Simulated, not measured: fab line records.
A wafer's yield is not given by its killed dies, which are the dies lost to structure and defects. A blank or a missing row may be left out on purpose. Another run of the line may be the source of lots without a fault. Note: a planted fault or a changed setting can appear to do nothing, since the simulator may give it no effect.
Comparing a struck lot with a sound one + flow gf180mcu + 16 steps out of a route of 602
Sound: these wafers, L103.1, L103.5, L103.6. Struck: wafer L111.4. (L111.1, L111.3 of the same lot were not struck and are left out.) The cause comes at the end.
Per side, at each step with rows, come the tool, then ch with its chambers, and then its first start. Under that, the readings that differ: sound wafers + struck wafers + difference of the means + sigmas: that difference in standard deviations of wafers without a fault.
alike: readings whose means differ by less than 2 such deviations, and words and numbers that are the same on both sides. not compared: withheld readings, readings that some wafer has no value for, bounds like >300 that may hide the same value, and numbers for which the record gives no deviation and whose values overlap.
The two part at a step that has a row with sigmas, a row that says differs or no value, or rows on one side only. When numbers do not overlap yet have no deviation, they are printed without sigmas and do not part them. A reading that every wafer of one side lacks parts them only if that side has two wafers or more.

first, 3 steps without rows for these wafers: GF_V3_EXPOSE_11 (exposes mask Via3, target cd 260 nm); GF_V3_PEB_12 (peb time 90 s); GF_V3_DEVELOP_13 (develop time 60 s).
GF_V3_CD_MEAS_14 targets a cd of 260 nm.
  struck on cd-sem-02, day 29 01:34; sound on cd-sem-01, day 26 03:31
  alike: cd-nm
GF_V3_OVL_MEAS_15:
  struck on overlay-01, day 29 01:41; sound on overlay-02, day 26 03:38
| reading     | sound  | struck | difference | sigmas |
|-------------|--------|--------|------------|--------|
| V3_OVL (nm) | 1 12 2 | -10    | -15        | -3     |
GF_V3_ETCH_16: etches BARC in N2/H2.
  sound on rie-diel-02 ch 0,1, day 26 03:40; struck on rie-diel-01 ch 1, day 29 01:43
  alike: drypump-motor-current-A, oes-product-au, throttle-valve-pct
GF_V3_ETCH_17: etches SiO2 in C4F8/O2/Ar, stops on TiN, target depth 635 nm.
  sound on rie-diel-02 ch 0,1; struck on rie-diel-01 ch 1
  alike: oes-product-au
then, 3 steps without rows for these wafers: GF_V3_STRIP_18 (strips in O2/N2); GF_V3_STRIP_19 (strips in post etch residue remover, time 1200 s); GF_V3_CLEAN_20 (cleans in DIW).
GF_V3_SPUTTER_21: material Ti, target thk 15 nm, time 80.02 s.
  struck on pvd-sputter-04, day 29 02:23; sound on pvd-sputter-03, day 26 04:20
| reading              | sound                | struck | difference | sigmas |
|----------------------|----------------------|--------|------------|--------|
| substrate-temp-c (C) | 200.33 200.05 200.20 | 199.81 | -0.38      | -2     |
  alike: throttle-valve-pct
GF_V3_SPUTTER_22: material TiN, target thk 10 nm, time 40 s.
  struck on pvd-sputter-04, day 29 02:26; sound on pvd-sputter-03, day 26 04:24
  alike: throttle-valve-pct
GF_V3_CVD_23: deposits W, target thk 350 nm, time 104.9 s.
  sound on cvd-w-02 ch 0,1, day 26 04:26; struck on cvd-w-02 ch 0, day 29 02:29
  alike: heater-power-w
GF_V3_RS_MEAS_24: uses a four-point probe to measure.
  struck on film-metro-02, day 29 02:35; sound on film-metro-01, day 26 04:33
| reading          | sound             | struck | difference | sigmas |
|------------------|-------------------|--------|------------|--------|
| V3_W_RS (ohm/sq) | 0.335 0.331 0.331 | 0.458  | +0.126     | +18    |
GF_V3_THK_MEAS_25: measures by xrf.
  struck on film-metro-02, day 29 02:43; sound on film-metro-01, day 26 04:40
| reading       | sound       | struck | difference | sigmas |
|---------------|-------------|--------|------------|--------|
| V3_W_THK (nm) | 345 349 348 | 279    | -68        | -7     |
GF_V3_CMP_26: polishes, stops on SiO2, t overpolish 15 s, target thk 0 nm.
  sound on cmp-01 ch 1,2, day 26 04:47; struck on cmp-02 ch 0, day 29 02:49
  alike: head-pressure-psi, motor-current-A, overpolish-run-s, time-to-endpoint-s

== WHERE THEY PART ==
Last at GF_V3_THK_MEAS_25 as far as this record goes, first at GF_V3_OVL_MEAS_15. Later steps at which nothing parts them and some readings are alike: GF_V3_CMP_26.

WHY: the cause the simulator had injected
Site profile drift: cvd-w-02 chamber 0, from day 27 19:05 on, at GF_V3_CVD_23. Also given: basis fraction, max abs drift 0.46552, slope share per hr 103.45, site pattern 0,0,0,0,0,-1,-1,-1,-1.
